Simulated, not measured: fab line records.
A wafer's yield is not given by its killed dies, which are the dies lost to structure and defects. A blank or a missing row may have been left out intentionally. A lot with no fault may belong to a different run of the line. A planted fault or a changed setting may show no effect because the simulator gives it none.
A lot that was struck, set against a sound lot :: flow sfq line :: 41 steps out of a route of 325
Sound: wafers L638.4, L638.5, L638.6. Struck: wafers L651.2, L651.3, L651.4. The cause is named last.
Each step with rows lists, per side, the tool, then ch with its chambers, then its first start. Under that, the readings that differ: sound wafers :: struck wafers :: difference of the means :: sigmas: that difference in standard deviations of wafers without a fault.
alike: same words and numbers on both sides, and readings whose means sit less than 2 such deviations apart. not compared: any withheld reading, any reading some wafer has no value for, any bound like >300 that may hide the same value, and any number with overlapping values for which the record gives no deviation.
The two part at a step that has a row with sigmas, a row that says differs or no value, or rows on one side only. Numbers that don't overlap but have no deviation are shown without sigmas and don't part them. A reading that every wafer of one side lacks parts them only if that side has two wafers or more.

first, 6 steps without rows for these wafers: SFQ_TRILAYER_I2_VIA_LITHO_COAT_072 (resist thk 62 nm); SFQ_TRILAYER_I2_VIA_LITHO_COAT_067 (resist thk 650 nm); SFQ_TRILAYER_I2_VIA_LITHO_SOFTBAKE_071; SFQ_TRILAYER_I2_VIA_LITHO_EXPOSE_068 (exposes mask I2, target cd 500 nm); SFQ_TRILAYER_I2_VIA_LITHO_PEB_070 (peb time 60 s); SFQ_TRILAYER_I2_VIA_LITHO_DEVELOP_069 (time 60 s).
SFQ_I2_OVL_MEAS_918:
  sound on overlay-01, day 44 05:29; struck on overlay-02, day 50 16:50
  alike: I2_OVL
then, 1 step without rows for these wafers: SFQ_TRILAYER_I2_VIA_BARC_OPEN_VIA_ETCH_096 (etches BARC in O2, target depth 125 nm, time 41.7 s).
SFQ_TRILAYER_I2_VIA_ETCH_VIA_ETCH_070: etches SiO2 in CHF3, stops on Nb, target depth 260 nm.
  sound on rie diel-03 ch 0,1,3, day 44 05:33; struck on rie diel-02 ch 0,1,3, day 50 16:55
  alike: drypump motor current A, oes product au
then, 3 steps without rows for these wafers: SFQ_TRILAYER_I2_VIA_STRIP_STRIP_071 (strips in O2); SFQ_TRILAYER_I2_VIA_STRIP_SOLV_CLEAN_072 (cleans in NMP, time 600 s); SFQ_TRILAYER_M3_DEP_PRE_CLEAN_074 (time 22.5 s).
SFQ_TRILAYER_M3_DEP_SPUTTER_073: material Nb, target thk 200 nm, time 133.3 s.
  sound on pvd sputter-05, day 44 07:04; struck on pvd sputter-04, day 50 17:49
reading: cathode dc power W (W)
sound: 1999.2 2000.3 2000.0
struck: 1734.5 1734.5 1734.9
difference: -265.2
sigmas: -99 or more

reading: model.Nb_of_TRILAYER_M3_DEP_SPUTTER_073.thk nm (nm)
sound: 202.5 200.3 202.6
struck: 176.3 176.5 178
difference: -24.9
sigmas: 
  alike: throttle valve pct
SFQ_M3_RS_MEAS_919: measurement is done with a four-point probe.
  sound on film metro-03, day 44 07:13; struck on film metro-01, day 50 18:13
reading: M3_NB_RS (ohm/sq)
sound: 0.882 0.889 0.879
struck: 1.013 1.009 1.001
difference: +0.124
sigmas: +12
  not compared: hold
then, 5 steps without rows for these wafers: SFQ_TRILAYER_M3_LITHO_COAT_075 (resist thk 600 nm); SFQ_TRILAYER_M3_LITHO_SOFTBAKE_079; SFQ_TRILAYER_M3_LITHO_EXPOSE_076 (exposes mask M3, target cd 500 nm); SFQ_TRILAYER_M3_LITHO_PEB_078 (peb time 60 s); SFQ_TRILAYER_M3_LITHO_DEVELOP_077 (time 60 s).
SFQ_M3_OVL_MEAS_921:
  sound on overlay-02, day 44 09:36; struck on overlay-01, day 51 04:59
  alike: M3_OVL
then, 1 step without rows for these wafers: SFQ_TRILAYER_M3_BARC_OPEN_METAL_ETCH_100 (etches BARC in O2, target depth 125 nm, time 41.7 s).
SFQ_TRILAYER_M3_ETCH_METAL_ETCH_078: etches Nb in Cl2/Ar, stops on SiO2, target depth 240 nm, time 120 s.
  sound on rie metal-03 ch 0, day 44 09:52; struck on rie metal-03 ch 0,1, day 51 05:05
reading: oes product au (a.u.)
sound: 0.895 0.892 0.914
struck: 0.833 0.837 0.835
difference: -0.065
sigmas: -9
  alike: drypump motor current A
  not compared: rf hours counter h
then, 2 steps without rows for these wafers: SFQ_TRILAYER_M3_STRIP_STRIP_079 (strips in O2); SFQ_TRILAYER_M3_STRIP_SOLV_CLEAN_080 (cleans in NMP, time 600 s).
SFQ_TRILAYER_I3_DEP_PECVD_081: deposits SiO2 from SiH4/N2O, time 111.11 s, target thk 500 nm.
  sound on pecvd-04 ch 0,1,2, day 44 11:24; struck on pecvd-01 ch 0,1,2, day 51 05:59
reading: throttle valve pct (%)
sound: 23.3 22.9 21.8
struck: 25.6 25.8 26.2
difference: +3.2
sigmas: +2
  alike: heater power w, susceptor temp C
SFQ_TRILAYER_I3_CMP_CMP_082: polishes SiO2.
  sound on cmp-02 ch 0,1,2, day 44 12:56; struck on cmp-01 ch 1,2,3, day 51 08:19
  alike: motor current A, platen rpm, slurry filter dp kPa, time to endpoint s
SFQ_I3_BOW_MEAS_922:
  sound on film metro-03, day 44 14:30; struck on film metro-04, day 51 11:26
  alike: I3_BOW
then, 7 steps without rows for these wafers: SFQ_TRILAYER_I3_METRO_MEASURE_083; SFQ_TRILAYER_I3_VIA_LITHO_COAT_090 (resist thk 62 nm); SFQ_TRILAYER_I3_VIA_LITHO_COAT_085 (resist thk 650 nm); SFQ_TRILAYER_I3_VIA_LITHO_SOFTBAKE_089; SFQ_TRILAYER_I3_VIA_LITHO_EXPOSE_086 (exposes mask I3, target cd 500 nm); SFQ_TRILAYER_I3_VIA_LITHO_PEB_088 (peb time 60 s); SFQ_TRILAYER_I3_VIA_LITHO_DEVELOP_087 (time 60 s).
-- the record jumps here: 6 days lie between the struck wafers' starts before and after --
SFQ_I3_OVL_MEAS_923:
  sound on overlay-01, day 50 18:03; struck on overlay-02, day 57 01:29
  alike: I3_OVL
SFQ_TRILAYER_I3_VIA_BARC_OPEN_VIA_ETCH_121: etches BARC in O2, target depth 125 nm, time 41.7 s.
  sound on rie diel-04 ch 1,2, day 50 18:04; struck on rie diel-04 ch 1,2,3, day 57 01:31
  alike: drypump motor current A, oes product au
  not compared: rf hours counter h
SFQ_TRILAYER_I3_VIA_ETCH_VIA_ETCH_088: etches SiO2 in CHF3, stops on Nb, target depth 260 nm.
  sound on rie diel-04 ch 1,2, day 50 18:07; struck on rie diel-04 ch 1,2,3, day 57 01:33
  alike: drypump motor current A, oes product au
then, 3 steps without rows for these wafers: SFQ_TRILAYER_I3_VIA_STRIP_STRIP_089 (strips in O2); SFQ_TRILAYER_I3_VIA_STRIP_SOLV_CLEAN_090 (cleans in NMP, time 600 s); SFQ_TRILAYER_M4_DEP_PRE_CLEAN_092 (time 22.5 s).
-- the record jumps here: 39 days lie between the struck wafers' starts before and after --
SFQ_M8_BOW_MEAS_951:
  sound on film metro-01, day 85 18:42; struck on film metro-01, day 96 02:56
reading: model.etest.m3.ohm um
sound: 1.769 1.786 1.76
struck: 2.031 2.015 2.014
difference: +0.248
sigmas: 

reading: model.etest.i2.link ohm
sound: 1.953 1.96 1.952
struck: 2.111 2.104 2.097
difference: +0.149
sigmas: 

reading: model.etest.m3.ohm sq
sound: 0.8791 0.8886 0.8787
struck: 1.01 1.008 0.9998
difference: +0.12
sigmas: 

reading: model.etest.i3.link ohm
sound: 1.958 1.98 1.962
struck: 2.093 2.093 2.082
difference: +0.123
sigmas: 
  alike: M8_BOW

WHERE THEY PART
At SFQ_TRILAYER_M3_DEP_SPUTTER_073 first; at SFQ_TRILAYER_I3_DEP_PECVD_081 last (within this record only). Later steps at which nothing parts them and some readings are alike: SFQ_TRILAYER_I3_CMP_CMP_082, SFQ_I3_BOW_MEAS_922, SFQ_I3_OVL_MEAS_923, SFQ_TRILAYER_I3_VIA_BARC_OPEN_VIA_ETCH_121, SFQ_TRILAYER_I3_VIA_ETCH_VIA_ETCH_088, SFQ_M8_BOW_MEAS_951.

WHY: whatever the simulator had introduced
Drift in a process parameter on pvd sputter-04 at SFQ_TRILAYER_M3_DEP_SPUTTER_073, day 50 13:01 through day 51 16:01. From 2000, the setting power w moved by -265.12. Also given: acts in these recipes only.
